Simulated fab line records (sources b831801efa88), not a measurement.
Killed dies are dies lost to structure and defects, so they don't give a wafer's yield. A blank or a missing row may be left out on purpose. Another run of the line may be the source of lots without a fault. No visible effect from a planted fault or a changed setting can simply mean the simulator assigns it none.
Comparing a struck lot with a sound one ; flow sky130 ; 14 steps out of a route of 708
Sound: these wafers, L348.1, L348.3, L348.4. Wafers struck: L360.1, L360.5, L360.6. Last of all comes the cause.
Order at every step that has rows: each side's tool, ch and its chambers, its first start. Under that, the readings that differ: sound wafers ; struck wafers ; difference of the means ; sigmas: that difference in standard deviations of wafers without a fault.
alike: a reading whose means differ by less than 2 such deviations, as well as words and numbers matching on both sides. not compared: withheld readings; readings where some wafer has no value; bounds like >300 that might hide an equal value; numbers whose values overlap and for which the record gives no deviation.
Wherever a step has rows on one side only, a row that says differs or no value, or a row with sigmas, the two part there. When numbers do not overlap yet have no deviation, they are printed without sigmas and do not part them. A reading missing from all wafers of one side parts the sides only when that side holds two or more wafers.

first, 2 steps without rows for these wafers: SKY_LDD_HVP_PEB_05; SKY_LDD_HVP_DEVELOP_06 (develop time 60 s).
SKY_LDD_HVP_OVL_MEAS_07:
  sound on overlay-01, day 23 20:28; struck on overlay-01, day 28 01:45
reading;sound;struck;difference;sigmas
LDD_HVP_OVL (nm);-1.9 -2.3 -1.5;3.6 -0.4 2.3;+3.7;+3
following that, these wafers have no rows for 1 step: SKY_LDD_HVP_IMPLANT_08.
SKY_LDD_HVP_STRIP_09: strips in O2/N2.
  sound on plasma-asher-03 ch 0,1, day 23 20:39; struck on plasma-asher-02 ch 0,1, day 28 01:56
  alike: chamber-pressure-mTorr, drypump-motor-current-A, oes-product-au, strip-time-to-endpoint-s
  not compared: rf-hours-counter-h
SKY_LDD_HVP_TW_MEAS_10:
  sound on film-metro-02, day 23 20:45; struck on film-metro-04, day 28 02:02
  alike: LDD_HVP_TW
then, 6 steps without rows for these wafers: SKY_LDD_LDN_DEHYDRATE_00 (time 60 s); SKY_LDD_LDN_HMDS_01 (prime time 60 s); SKY_LDD_LDN_COAT_02 (resist thk 1140 nm); SKY_LDD_LDN_SOFTBAKE_03 (time 60 s); SKY_LDD_LDN_EXPOSE_04 (exposes mask LDNTM, target cd 700 nm); SKY_LDD_LDN_PEB_05.
SKY_LDD_LDN_DEVELOP_06: develop time 60 s.
  struck on litho-track-04, day 29 06:07; sound on litho-track-02 ch 0, day 25 02:10
  no value came back on the struck wafers for chill-plate-temp-C (C), develop-time-s (s); on the sound wafers chill-plate-temp-C (C) reads 22.89 23.05 22.92
SKY_LDD_LDN_OVL_MEAS_07:
  sound on overlay-02, day 25 02:19; struck on overlay-02, day 29 06:16
reading;sound;struck;difference;sigmas
LDD_LDN_OVL (nm);-0.2 -0.5 -1.0;- - -;no value on the struck wafers;

WHERE THEY PART
Last at SKY_LDD_LDN_OVL_MEAS_07 as far as this record goes, first at SKY_LDD_HVP_OVL_MEAS_07.

WHY: what the simulator had put in
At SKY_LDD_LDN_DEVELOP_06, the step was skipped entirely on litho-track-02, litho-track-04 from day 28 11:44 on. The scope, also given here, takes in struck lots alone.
